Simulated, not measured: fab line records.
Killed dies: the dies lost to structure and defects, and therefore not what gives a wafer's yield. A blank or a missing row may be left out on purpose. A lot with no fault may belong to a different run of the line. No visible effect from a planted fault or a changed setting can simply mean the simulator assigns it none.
What tool caused it? / flow sky130 / 14 lots with 42 wafers sampled at 3 steps, on a route of 708 steps

## WHAT THE GAUGES READ, wafer by wafer
SKY_LDD_LDN_OVL_MEAS_07.
lot=L325; measured=day 22 20:03; on=overlay-01; LDD_LDN_OVL (nm)=-1.0 -0.3 -2.2
lot=L326; measured=day 23 02:43; on=overlay-02; LDD_LDN_OVL (nm)=0.4 -0.1 -0.4
lot=L327; measured=day 23 16:26; on=overlay-01; LDD_LDN_OVL (nm)=-1.3 0.4 -1.0
lot=L328; measured=day 24 09:55; on=overlay-01; LDD_LDN_OVL (nm)=-2.5 -3.2 -1.4
lot=L329; measured=day 25 00:18; on=overlay-01; LDD_LDN_OVL (nm)=0.7 -1.6 -1.6
lot=L330; measured=day 25 09:26; on=overlay-01; LDD_LDN_OVL (nm)=-0.6 -1.2 -1.8
lot=L334; measured=day 26 11:32; on=overlay-02; LDD_LDN_OVL (nm)=-0.3 -1.6 -0.2
lot=L336; measured=day 27 00:20; on=overlay-01; LDD_LDN_OVL (nm)=-2.7 -3.6 -1.3
lot=L337; measured=day 27 10:32; on=overlay-01; LDD_LDN_OVL (nm)=-0.7 0.2 -1.4
lot=L338; measured=day 27 16:19; on=overlay-01; LDD_LDN_OVL (nm)=-2.6 -1.1 -2.7
lot=L342; measured=day 29 03:00; on=overlay-02; LDD_LDN_OVL (nm)=0.3 -0.8 -0.4
lot=L345; measured=day 31 00:40; on=overlay-02; LDD_LDN_OVL (nm)=-1.4 -0.9 -1.2
lot=L346; measured=day 31 01:58; on=overlay-01; LDD_LDN_OVL (nm)=-0.4 -0.6 -0.4
lot=L347; measured=day 31 08:28; on=overlay-02; LDD_LDN_OVL (nm)=-1.8 -0.9 -0.4

SKY_SD_P_TW_MEAS_11.
lot=L325; measured=day 25 09:32; on=filmMetro-02; SD_P_TW=2846 2851 2856
lot=L326; measured=day 25 15:50; on=filmMetro-02; SD_P_TW=2853 2843 2838
lot=L327; measured=day 26 05:17; on=filmMetro-01; SD_P_TW=2789 2788 2796
lot=L328; measured=day 26 23:07; on=filmMetro-01; SD_P_TW=2799 2799 2796
lot=L329; measured=day 27 12:50; on=filmMetro-01; SD_P_TW=2807 2798 2802
lot=L330; measured=day 27 21:42; on=filmMetro-01; SD_P_TW=2805 2816 2820
lot=L334; measured=day 28 22:38; on=filmMetro-02; SD_P_TW=2828 2824 2842
lot=L336; measured=day 29 11:08; on=filmMetro-02; SD_P_TW=2813 2829 2835
lot=L337; measured=day 29 21:05; on=filmMetro-01; SD_P_TW=2796 2789 2790
lot=L338; measured=day 30 02:01; on=filmMetro-02; SD_P_TW=2863 2856 2848
lot=L342; measured=day 31 15:50; on=filmMetro-02; SD_P_TW=2836 2856 2860
lot=L345; measured=day 33 12:02; on=filmMetro-01; SD_P_TW=2793 2785 2783
lot=L346; measured=day 33 11:26; on=filmMetro-01; SD_P_TW=2781 2781 2781
lot=L347; measured=day 33 17:17; on=filmMetro-01; SD_P_TW=2784 2784 2779

## TOOL THAT RAN EACH LOT (tool first, then ch and the chambers of the sampled wafers, then the start)
lot=L325; SKY_LDD_LDN_DEVELOP_06=lithoTrack-04 ch 0, day 22 19:58
lot=L326; SKY_LDD_LDN_DEVELOP_06=lithoTrack-01 ch 0, day 23 02:35
lot=L327; SKY_LDD_LDN_DEVELOP_06=lithoTrack-04 ch 0, day 23 16:19
lot=L328; SKY_LDD_LDN_DEVELOP_06=lithoTrack-03 ch 0, day 24 09:46
lot=L329; SKY_LDD_LDN_DEVELOP_06=lithoTrack-04 ch 0, day 25 00:11
lot=L330; SKY_LDD_LDN_DEVELOP_06=lithoTrack-04 ch 0, day 25 09:19
lot=L334; SKY_LDD_LDN_DEVELOP_06=lithoTrack-03 ch 0, day 26 11:25
lot=L336; SKY_LDD_LDN_DEVELOP_06=lithoTrack-04 ch 0, day 27 00:11
lot=L337; SKY_LDD_LDN_DEVELOP_06=lithoTrack-03 ch 0, day 27 10:25
lot=L338; SKY_LDD_LDN_DEVELOP_06=lithoTrack-03 ch 0, day 27 16:10
lot=L342; SKY_LDD_LDN_DEVELOP_06=lithoTrack-04 ch 0, day 29 02:55
lot=L345; SKY_LDD_LDN_DEVELOP_06=lithoTrack-03 ch 0, day 31 00:31
lot=L346; SKY_LDD_LDN_DEVELOP_06=lithoTrack-01 ch 0, day 31 01:49
lot=L347; SKY_LDD_LDN_DEVELOP_06=lithoTrack-03 ch 0, day 31 08:19
- SKY_LDD_LDN_DEVELOP_06: develop time 60 s.

## WHAT THE TOOLS THEMSELVES READ (means of the sampled wafers that have a number; where no wafer has one, the mark that the record gives instead)
SKY_LDD_LDN_DEVELOP_06.
lot=L325; tool=lithoTrack-04; developerTempC (C)=22.94
lot=L326; tool=lithoTrack-01; developerTempC (C)=23.00
lot=L327; tool=lithoTrack-04; developerTempC (C)=23.03
lot=L328; tool=lithoTrack-03; developerTempC (C)=22.80
lot=L329; tool=lithoTrack-04; developerTempC (C)=22.99
lot=L330; tool=lithoTrack-04; developerTempC (C)=22.94
lot=L334; tool=lithoTrack-03; developerTempC (C)=22.95
lot=L336; tool=lithoTrack-04; developerTempC (C)=22.97
lot=L337; tool=lithoTrack-03; developerTempC (C)=22.05
lot=L338; tool=lithoTrack-03; developerTempC (C)=22.11
lot=L342; tool=lithoTrack-04; developerTempC (C)=23.11
lot=L345; tool=lithoTrack-03; developerTempC (C)=23.03
lot=L346; tool=lithoTrack-01; developerTempC (C)=23.01
lot=L347; tool=lithoTrack-03; developerTempC (C)=22.99

## THE ANSWER, worked out from the rows above alone
Rule: usual is defined by the lots themselves. The widest of any qualifying gaps counts: lots, ordered by their means at a reading, are off when they make up no more than a third of the lots, leave a main group of 4 or more, and stand apart from it by 3 or more times the standard deviation of that group's means. If all means in a main group match to the digits the tables above print for the reading, that group is not used. A lot without any number at a reading at which 4 lots or more have one is off too. Any other lot the step has rows for is counted as sound. After the gauges, taken in route order, come the tools' own readings; for these a lot's mean is taken, as printed above. At the first step where some lot is off, the reading lying furthest off is the one used; lots without a number count as furthest.
Off, at SKY_LDD_LDN_DEVELOP_06 on developerTempC: L337, L338. Main group: mean 22.98 C, sd 0.071.
A tool fits if, at that step or a process step before it, it ran every lot that is off, and no sound lot after the first of them. Not one of the candidates tried fits.

## WHAT HAD BEEN PUT IN BY THE SIMULATOR
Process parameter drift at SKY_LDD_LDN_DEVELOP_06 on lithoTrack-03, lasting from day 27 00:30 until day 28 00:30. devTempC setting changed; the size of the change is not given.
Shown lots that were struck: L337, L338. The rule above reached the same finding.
